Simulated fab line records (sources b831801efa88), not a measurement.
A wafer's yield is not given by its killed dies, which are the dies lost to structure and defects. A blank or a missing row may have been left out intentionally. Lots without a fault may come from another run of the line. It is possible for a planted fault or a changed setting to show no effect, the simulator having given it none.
Matching of chambers -- flow sky130 -- SKY_PASSIVATION_CVD_02 on pecvd-04: 3 sister chambers
The step deposits Si3N4, target thk 540 nm. 22 wafers are shown with their chamber, then 11 later ones without.

== WAFERS, EACH WITH ITS CHAMBER ==
wafer,chamber,heater power w (W)
L076.2,0,699
L076.3,2,692
L076.6,0,565
L077.3,0,612
L077.4,1,764
L077.5,0,632
L079.2,0,645
L079.4,2,686
L079.6,0,691
L080.1,1,781
L080.3,2,606
L080.6,0,617
L082.3,2,671
L082.4,1,748
L082.5,2,696
L088.1,1,705
L088.3,2,612
L088.4,2,659
L089.1,0,581
L089.5,1,761
L089.6,0,613
L090.1,2,646

SIGNATURES, as means of the wafers listed above
reading,chamber 0,chamber 1,chamber 2,scatter within a chamber
heater power w,628.33,751.80,658.50,38.3
Rule: for each reading, subtract the chamber's mean from the wafer's reading, divide by that reading's scatter and square the result; add these up over the readings and take the root, which gives the wafer's distance from the chamber. The wafer belongs to the nearest chamber; if the next one is less than 2 further off, it can't be placed. The scatter: take each reading less its chamber's mean, square it, sum over the shown wafers, divide by the number of wafers less the number of chambers, and take the root.

== WAFERS WHOSE CHAMBER IS MISSING ==
wafer,heater power w (W)
L090.2,629
L090.6,635
L093.1,787
L093.3,641
L093.4,662
L094.1,753
L094.2,687
L094.6,758
L096.1,695
L096.4,721
L096.6,709

== CHAMBER TAKEN BY EACH ==
wafer,from the rows above,in truth
L090.2,can't be placed: 0 or 2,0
L090.6,can't be placed: 0 or 2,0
L093.1,1,1
L093.3,can't be placed: 0 or 2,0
L093.4,can't be placed: 2 or 0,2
L094.1,1,1
L094.2,can't be placed: 2 or 0 or 1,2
L094.6,1,1
L096.1,can't be placed: 2 or 1 or 0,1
L096.4,can't be placed: 1 or 2 or 0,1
L096.6,can't be placed: 1 or 2 or 0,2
Placed correctly: 3 of 11. Not placeable from these rows: 8 (in 8, the candidates include the true chamber). Number placed wrongly: 0.
